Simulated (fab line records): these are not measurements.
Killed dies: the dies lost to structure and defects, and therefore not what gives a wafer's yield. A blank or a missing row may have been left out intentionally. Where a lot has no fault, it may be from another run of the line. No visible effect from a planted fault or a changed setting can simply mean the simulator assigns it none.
fab line records | flow gf180mcu
record: lots: 13 | wafers: 39 | lastDay: 34
route steps=602 shown NWELL@51 M1@319 V1@352
lots that met no fault: from a run of the same line without faults
startH: the number of hours between the record's first day and the start of the first shown wafer of the lot | waitH: how many hours have passed since the lot's step before this one | " as in the row above | L1.1+2: a row that stands for several wafers | - no value, or no start was given | * or withheld: withheld | < > ~ a bound
route shown NAME@n: a module of which the file shows steps, and the number in the route of the first | usual: mean/standard deviation taken from wafers without a fault | same: alike in all rows | chamber/n: place in a boat | sites: per-site readings | _std_site: the values' standard deviation | _edge_site: mean of outer sites minus mean of inner sites | radiusMm: how far each site lies from the wafer's centre | mask NAME#n: copy n | behind: the most recent tool/chamber to have shaped the wafer | hold: why the lot went on hold/how many hours it stayed there/how the hold came to an end | device: the n, p or np transistor that did not switch | end of line: the route-end tests of the same wafers | a step without rows: its recipe alone | killed: the dies lost at the first sort to structure and to defects; this is not the yield of the wafer | map: dies across one wafer; x = killed, . = not, _ = none there
set.NAME: the setting that was run; set.NAME@STEP: the one run at that earlier step | model.NAME: the simulator's own value behind a step, which no gauge read
one table for each step of the route and one row for each wafer, over a sample of lots
services: the hour from which a tool's chamber was out of use, counted from the record's first day as startH (under 0 if before that day), plus the number of hours and why
== steps ==
step: GF_NWELL_IMPLANT_09
recipe: species: P | energyKev: 160 | doseCm2: 4e+12 | tiltDeg: 0
usual: doseIonsCm2: 4e+12/4.4e+09 | faradayCurrentUA: 22.5/0.44
lot.wafer | tool         | chamber | startH | waitH | doseIonsCm2 | faradayCurrentUA
L680.1    | implanter-01 | 0       | 57.79  | 0.1   | 4.005e+12   | 22.7
L680.3    | "            | 0       | "      | "     | 3.991e+12   | 23.2
L680.5    | "            | 0       | "      | "     | 4.006e+12   | 23.0
L681.1    | implanter-02 | 0       | 61.25  | 0.1   | 3.999e+12   | 22.8
L681.2    | "            | 0       | "      | "     | 4.005e+12   | 22.1
L681.3    | "            | 0       | "      | "     | 4.002e+12   | 22.9
L683.1    | implanter-02 | 0       | 71.74  | 0.1   | 4.006e+12   | 22.7
L683.3    | "            | 0       | "      | "     | 4.003e+12   | 22.0
L683.4    | "            | 0       | "      | "     | 4.006e+12   | 23.2
L685.1    | implanter-03 | 0       | 82.25  | 0.1   | 4.003e+12   | 22.4
L685.3    | "            | 0       | "      | "     | 3.999e+12   | 23.1
L685.4    | "            | 0       | "      | "     | 3.999e+12   | 21.9
L687.3    | implanter-02 | 0       | 94.49  | 0.1   | 3.999e+12   | 22.2
L687.5    | "            | 0       | "      | "     | 4.001e+12   | 22.2
L687.6    | "            | 0       | "      | "     | 3.989e+12   | 22.5
L688.1    | implanter-02 | 0       | 98.40  | 0.1   | 2.193e+12   | 12.5
L688.2    | "            | 0       | "      | "     | 2.193e+12   | 12.3
L688.4    | "            | 0       | "      | "     | 2.193e+12   | 12.6
L689.3    | implanter-03 | 0       | 104.94 | 0.1   | 3.998e+12   | 22.2
L689.4    | "            | 0       | "      | "     | 3.999e+12   | 22.3
L689.6    | "            | 0       | "      | "     | 3.996e+12   | 22.6
L690.2    | implanter-02 | 0       | 108.73 | 0.1   | 2.194e+12   | 12.0
L690.4    | "            | 0       | "      | "     | 2.194e+12   | 12.6
L690.5    | "            | 0       | "      | "     | 2.196e+12   | 12.8
L692.2    | implanter-02 | 0       | 121.78 | 0.1   | 2.188e+12   | 12.7
L692.4    | "            | 0       | "      | "     | 2.195e+12   | 12.3
L692.6    | "            | 0       | "      | "     | 2.19e+12    | 12.7
L698.1    | implanter-01 | 0       | 153.74 | 0.1   | 4.008e+12   | 22.9
L698.2    | "            | 0       | "      | "     | 4.001e+12   | 22.8
L698.3    | "            | 0       | "      | "     | 4.006e+12   | 22.7
L700.1    | implanter-01 | 0       | 164.89 | 0.1   | 3.998e+12   | 22.9
L700.2    | "            | 0       | "      | "     | 4.005e+12   | 22.9
L700.4    | "            | 0       | "      | "     | 3.994e+12   | 22.6
L701.3    | implanter-01 | 0       | 171.35 | 0.1   | 4.008e+12   | 22.2
L701.4    | "            | 0       | "      | "     | 4e+12       | 22.0
L701.6    | "            | 0       | "      | "     | 3.997e+12   | 22.3
L702.3    | implanter-03 | 0       | 176.59 | 0.1   | 4.002e+12   | 23.9
L702.4    | "            | 0       | "      | "     | 4.004e+12   | 23.2
L702.5    | "            | 0       | "      | "     | 4.006e+12   | 23.2
step: GF_NWELL_STRIP_10
recipe: chemistry: O2/N2 | powerW: 1400 | pressureMtorr: 1500 | platenTempC: 250 | o2FlowSccm: 3000 | n2FlowSccm: 300 | overashFraction: 0.5
usual: drypumpMotorCurrentA: 5.5/0.47 | heaterPowerW: 328/31 | oesProductAu: 0.722/0.0043 | stripTimeToEndpointS: 36.96/0.1
lot.wafer | tool           | chamber | startH | waitH | drypumpMotorCurrentA | heaterPowerW | oesProductAu | rfHoursCounterH | stripTimeToEndpointS
L680.1    | plasmaAsher-01 | 1       | 57.94  | 0.1   | 5.4                  | 324          | 0.723        | 27              | 37.03
L680.3    | "              | 0       | "      | "     | 6.5                  | 338          | 0.720        | -               | 37.02
L680.5    | "              | 1       | "      | "     | 5.5                  | 312          | 0.717        | -               | 37.14
L681.1    | plasmaAsher-02 | 1       | 61.40  | 0.1   | 5.7                  | 301          | 0.730        | 44              | 37.14
L681.2    | "              | 0       | "      | "     | 5.2                  | 384          | 0.721        | 44              | 37.08
L681.3    | "              | 0       | "      | "     | 5.2                  | 379          | 0.716        | -               | 37.10
L683.1    | plasmaAsher-02 | 0       | 71.89  | 0.1   | 5.1                  | 384          | 0.724        | 45              | 37.06
L683.3    | "              | 1       | "      | "     | 5.7                  | 288          | 0.719        | -               | 37.04
L683.4    | "              | 0       | "      | "     | 5.1                  | 366          | 0.724        | -               | 37.04
L685.1    | plasmaAsher-02 | 1       | 82.40  | 0.1   | 5.7                  | 296          | 0.716        | 46              | 36.98
L685.3    | "              | 0       | "      | "     | 5.1                  | 389          | 0.727        | -               | 37.08
L685.4    | "              | 1       | "      | "     | 5.7                  | 301          | 0.715        | -               | 37.00
L687.3    | plasmaAsher-01 | 0       | 94.62  | 0.1   | 6.4                  | 347          | 0.722        | -               | 36.87
L687.5    | "              | 0       | "      | "     | 6.5                  | 346          | 0.721        | -               | 36.92
L687.6    | "              | 1       | "      | "     | 5.5                  | 321          | 0.720        | -               | 36.94
L688.1    | plasmaAsher-03 | 1       | 98.55  | 0.1   | 4.9                  | 291          | 0.721        | 43              | 37.04
L688.2    | "              | 0       | "      | "     | 5.7                  | 321          | 0.731        | 43              | 37.03
L688.4    | "              | 1       | "      | "     | 4.9                  | 284          | 0.724        | -               | 37.10
L689.3    | plasmaAsher-03 | 1       | 105.07 | 0.1   | 4.9                  | 282          | 0.725        | -               | 36.97
L689.4    | "              | 0       | "      | "     | 5.6                  | 323          | 0.724        | -               | 37.12
L689.6    | "              | 1       | "      | "     | 4.9                  | 296          | 0.716        | -               | 37.16
L690.2    | plasmaAsher-01 | 1       | 108.85 | 0.1   | 5.4                  | 323          | 0.721        | 33              | 36.88
L690.4    | "              | 0       | "      | "     | 6.4                  | 344          | 0.727        | -               | 36.77
L690.5    | "              | 0       | "      | "     | 6.4                  | 352          | 0.719        | -               | 36.89
L692.2    | plasmaAsher-03 | 0       | 121.90 | 0.1   | 5.6                  | 324          | 0.731        | 1               | 37.08
L692.4    | "              | 1       | "      | "     | 4.9                  | 291          | 0.724        | -               | 37.12
L692.6    | "              | 0       | "      | "     | 5.6                  | 326          | 0.716        | -               | 37.06
L698.1    | plasmaAsher-01 | 1       | 153.89 | 0.1   | 5.4                  | 316          | 0.722        | 37              | 37.01
L698.2    | "              | 0       | "      | "     | 6.4                  | 353          | 0.718        | 37              | 37.02
L698.3    | "              | 0       | "      | "     | 6.4                  | 347          | 0.727        | -               | 37.08
L700.1    | plasmaAsher-01 | 0       | 165.04 | 0.1   | 6.4                  | 348          | 0.720        | 38              | 36.83
L700.2    | "              | 1       | "      | "     | 5.5                  | 319          | 0.724        | 38              | 36.94
L700.4    | "              | 1       | "      | "     | 5.5                  | 320          | 0.723        | -               | 36.79
L701.3    | plasmaAsher-02 | 1       | 171.49 | 0.1   | 5.7                  | 298          | 0.726        | -               | 36.89
L701.4    | "              | 0       | "      | "     | 5.1                  | 370          | 0.725        | -               | 36.96
L701.6    | "              | 1       | "      | "     | 5.7                  | 298          | 0.726        | -               | 36.89
L702.3    | plasmaAsher-02 | 1       | 176.72 | 0.1   | 5.6                  | 297          | 0.727        | -               | 36.97
L702.4    | "              | 0       | "      | "     | 5.1                  | 388          | 0.719        | -               | 36.87
L702.5    | "              | 1       | "      | "     | 5.7                  | 301          | 0.721        | -               | 36.96
step: GF_VT_IMPLANT_RS_MEAS_47
recipe: thkMeasGauge: four-point-probe
usual: NWELL_RS: 487.9/1.2
lot.wafer | tool         | chamber | startH | waitH | NWELL_RS[ohm/sq]
L680.1    | filmMetro-02 | -       | 161.33 | 0.1   | 488.3
L680.3    | "            | -       | "      | "     | 487.0
L680.5    | "            | -       | "      | "     | 487.7
L681.1    | filmMetro-03 | -       | 164.20 | 0.1   | 486.2
L681.2    | "            | -       | "      | "     | 487.1
L681.3    | "            | -       | "      | "     | 487.9
L683.1    | filmMetro-04 | -       | 177.59 | 0.1   | 488.1
L683.3    | "            | -       | "      | "     | 487.8
L683.4    | "            | -       | "      | "     | 487.7
L685.1    | filmMetro-04 | -       | 190.48 | 0.1   | 488.4
L685.3    | "            | -       | "      | "     | 489.4
L685.4    | "            | -       | "      | "     | 489.3
L687.3    | filmMetro-02 | -       | 205.16 | 0.1   | 488.3
L687.5    | "            | -       | "      | "     | 489.0
L687.6    | "            | -       | "      | "     | 489.9
L688.1    | filmMetro-04 | -       | 210.87 | 0.1   | 524.2
L688.2    | "            | -       | "      | "     | 524.6
L688.4    | "            | -       | "      | "     | 524.6
L689.3    | filmMetro-02 | -       | 218.82 | 0.1   | 488.4
L689.4    | "            | -       | "      | "     | 487.4
L689.6    | "            | -       | "      | "     | 487.4
L690.2    | filmMetro-02 | -       | 223.64 | 0.1   | 527.1
L690.4    | "            | -       | "      | "     | 527.4
L690.5    | "            | -       | "      | "     | 525.1
L692.2    | filmMetro-02 | -       | 239.92 | 0.1   | 526.8
L692.4    | "            | -       | "      | "     | 526.6
L692.6    | "            | -       | "      | "     | 526.8
L698.1    | filmMetro-04 | -       | 278.22 | 0.1   | 486.2
L698.2    | "            | -       | "      | "     | 485.8
L698.3    | "            | -       | "      | "     | 486.7
L700.1    | filmMetro-04 | -       | 290.84 | 0.1   | 485.9
L700.2    | "            | -       | "      | "     | 486.4
L700.4    | "            | -       | "      | "     | 486.6
L701.3    | filmMetro-02 | -       | 300.16 | 0.1   | 486.9
L701.4    | "            | -       | "      | "     | 488.3
L701.6    | "            | -       | "      | "     | 488.3
L702.3    | filmMetro-02 | -       | 308.27 | 0.1   | 488.8
L702.4    | "            | -       | "      | "     | 490.3
L702.5    | "            | -       | "      | "     | 488.3
step: GF_M1_SPUTTER_04
recipe: material: TiN | targetThkNm: 50 | powerW: 6500 | timeS: 39.95 | chamberPressurePa: 0.4
usual: throttleValvePct: 30.1/0.98
lot.wafer | tool          | chamber | startH | waitH | throttleValvePct
L680.1    | pvdSputter-03 | -       | 368.36 | 0.0   | 31.1
L680.3    | "             | -       | "      | "     | 31.0
L680.5    | "             | -       | "      | "     | 31.2
L681.1    | pvdSputter-04 | -       | 368.69 | 0.0   | 30.6
L681.2    | "             | -       | "      | "     | 28.6
L681.3    | "             | -       | "      | "     | 29.5
L683.1    | pvdSputter-03 | -       | 388.96 | 0.0   | 31.4
L683.3    | "             | -       | "      | "     | 31.2
L683.4    | "             | -       | "      | "     | 30.0
L685.1    | pvdSputter-03 | -       | 408.39 | 0.0   | 30.2
L685.3    | "             | -       | "      | "     | 31.2
L685.4    | "             | -       | "      | "     | 30.9
L687.3    | pvdSputter-04 | -       | 431.12 | 0.0   | 29.5
L687.5    | "             | -       | "      | "     | 31.0
L687.6    | "             | -       | "      | "     | 30.7
L688.1    | pvdSputter-03 | -       | 441.80 | 0.0   | 28.9
L688.2    | "             | -       | "      | "     | 30.1
L688.4    | "             | -       | "      | "     | 31.0
L689.3    | pvdSputter-01 | -       | 448.05 | 0.0   | 29.7
L689.4    | "             | -       | "      | "     | 28.7
L689.6    | "             | -       | "      | "     | 28.8
L690.2    | pvdSputter-03 | -       | 453.40 | 0.0   | 29.7
L690.4    | "             | -       | "      | "     | 29.0
L690.5    | "             | -       | "      | "     | 30.9
L692.2    | pvdSputter-03 | -       | 477.29 | 0.0   | 30.9
L692.4    | "             | -       | "      | "     | 29.9
L692.6    | "             | -       | "      | "     | 28.9
L698.1    | pvdSputter-04 | -       | 518.11 | 0.0   | 31.0
L698.2    | "             | -       | "      | "     | 28.6
L698.3    | "             | -       | "      | "     | 30.4
L700.1    | pvdSputter-04 | -       | 537.60 | 0.0   | 29.3
L700.2    | "             | -       | "      | "     | 30.7
L700.4    | "             | -       | "      | "     | 31.0
L701.3    | pvdSputter-03 | -       | 545.15 | 0.0   | 28.7
L701.4    | "             | -       | "      | "     | 29.9
L701.6    | "             | -       | "      | "     | 31.4
L702.3    | pvdSputter-03 | -       | 556.12 | 0.0   | 31.3
L702.4    | "             | -       | "      | "     | 29.0
L702.5    | "             | -       | "      | "     | 31.1
step: GF_V1_ETCH_17
recipe: chemistry: C4F8/O2/Ar | maskMaterial: KrF | target: SiO2 | stopOn: TiN | sourceW: 1500 | biasW: 1200 | pressureMtorr: 40 | c4f8FlowSccm: withheld | O2_flow_sccm: 6 | Ar_flow_sccm: 300 | timeS: withheld | targetDepthA: 6300
usual: oesProductAu: 0.856/0.0044
lot.wafer | tool       | chamber | startH | waitH | oesProductAu
L680.1    | rieDiel-01 | 1       | -      | -     | 0.853
L680.3    | "          | 2       | "      | "     | 0.858
L680.5    | "          | 2       | "      | "     | 0.859
L681.1    | rieDiel-02 | 0       | -      | -     | 0.857
L681.2    | "          | 1       | "      | "     | 0.855
L681.3    | "          | 2       | "      | "     | 0.851
L683.1    | rieDiel-02 | 2       | -      | -     | 0.854
L683.3    | "          | 3       | "      | "     | 0.860
L683.4    | "          | 1       | "      | "     | 0.855
L685.1    | rieDiel-01 | 0       | -      | -     | 0.857
L685.3    | "          | 3       | "      | "     | 0.857
L685.4    | "          | 2       | "      | "     | 0.852
L687.3    | rieDiel-04 | 0       | -      | -     | 0.855
L687.5    | "          | 2       | "      | "     | 0.858
L687.6    | "          | 1       | "      | "     | 0.851
L688.1    | rieDiel-04 | 1       | -      | -     | 0.864
L688.2    | "          | 3       | "      | "     | 0.856
L688.4    | "          | 2       | "      | "     | 0.857
L689.3    | rieDiel-02 | 0       | -      | -     | 0.850
L689.4    | "          | 2       | "      | "     | 0.853
L689.6    | "          | 2       | "      | "     | 0.856
L690.2    | rieDiel-01 | 2       | -      | -     | 0.846
L690.4    | "          | 0       | "      | "     | 0.853
L690.5    | "          | 3       | "      | "     | 0.857
L692.2    | rieDiel-01 | 1       | -      | -     | 0.846
L692.4    | "          | 1       | "      | "     | 0.852
L692.6    | "          | 1       | "      | "     | 0.858
L698.1    | rieDiel-01 | 2       | -      | -     | 0.863
L698.2    | "          | 3       | "      | "     | 0.852
L698.3    | "          | 0       | "      | "     | 0.859
L700.1    | rieDiel-01 | 3       | -      | -     | 0.850
L700.2    | "          | 2       | "      | "     | 0.863
L700.4    | "          | 1       | "      | "     | 0.854
L701.3    | rieDiel-02 | 1       | -      | -     | 0.859
L701.4    | "          | 3       | "      | "     | 0.857
L701.6    | "          | 1       | "      | "     | 0.857
L702.3    | rieDiel-01 | 1       | -      | -     | 0.852
L702.4    | "          | 1       | "      | "     | 0.860
L702.5    | "          | 2       | "      | "     | 0.858
== services ==
tool           | chamber | startH | hours | kind
rieDiel-02     | 0       | 33.95  | 13.6  | repair
implanter-01   | -       | 81.19  | 26.8  | pm
plasmaAsher-02 | -       | 98.68  | 51.9  | repair
implanter-02   | -       | 101.21 | 2.0   | repair
pvdSputter-03  | -       | 111.49 | 3.4   | repair
plasmaAsher-01 | -       | 134.71 | 15.6  | pm
pvdSputter-03  | -       | 146.50 | 4.5   | repair
plasmaAsher-02 | -       | 150.61 | 2.8   | pm
rieDiel-01     | 2       | 150.65 | 2.9   | repair
implanter-02   | -       | 187.77 | 1.1   | repair
rieDiel-01     | 3       | 193.83 | 132.0 | repair
rieDiel-01     | 2       | 247.37 | 2.7   | repair
pvdSputter-03  | -       | 247.88 | 0.7   | repair
plasmaAsher-01 | -       | 270.64 | 2.9   | repair
implanter-02   | -       | 318.39 | 4.4   | pm
plasmaAsher-02 | -       | 421.25 | 9.0   | pm
pvdSputter-03  | -       | 426.64 | 4.7   | repair
plasmaAsher-01 | -       | 452.46 | 2.8   | pm
rieDiel-01     | -       | 454.31 | 2.8   | pm
implanter-02   | -       | 486.18 | 1.5   | repair
implanter-02   | -       | 488.56 | 2.5   | repair
rieDiel-01     | 3       | 521.14 | 31.1  | repair
rieDiel-01     | 0       | 526.43 | 2.9   | repair
rieDiel-01     | 3       | 566.01 | 5.5   | repair
== key ==
firstSign: step: GF_NWELL_IMPLANT_09 | reading: doseIonsCm2 | direction: down | sigmas: 99+ | usual: 4e+12 | struck: 2.193e+12
effect: step: GF_NWELL_IMPLANT_09 | reading: faradayCurrentUA | direction: down | sigmas: 23 | usual: 22.5 | struck: 12.5
effect: step: GF_VT_IMPLANT_RS_MEAS_47 | reading: NWELL_RS | direction: up | sigmas: 32 | usual: 487.9 | struck: 525.9
metAt GF_NWELL_IMPLANT_09
struckLots L688,L690,L692
testerLeftOut L688,L690,L692
notActingAt GF_NWELL_STRIP_10,GF_M1_SPUTTER_04,GF_V1_ETCH_17
onsetBetween 94.49 98.40
fault: kind: processParameterDrift | tool: implanter-02 | chamber: - | onsetH: 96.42 | steps: GF_NWELL_IMPLANT_09 | channel: doseCm2 | offset: -1.8073e+12 | shape: step | endH: 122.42 | actsIn: theseRecipesOnly | stated: 4e+12
testerLeftOut: of these lots the tester's yield and bins aren't shown, on N5 and GAA mostly nor the transistor test; their killed dies are dies lost to structure and defects alone, not to doping, threshold or leakage, so they don't give the yield
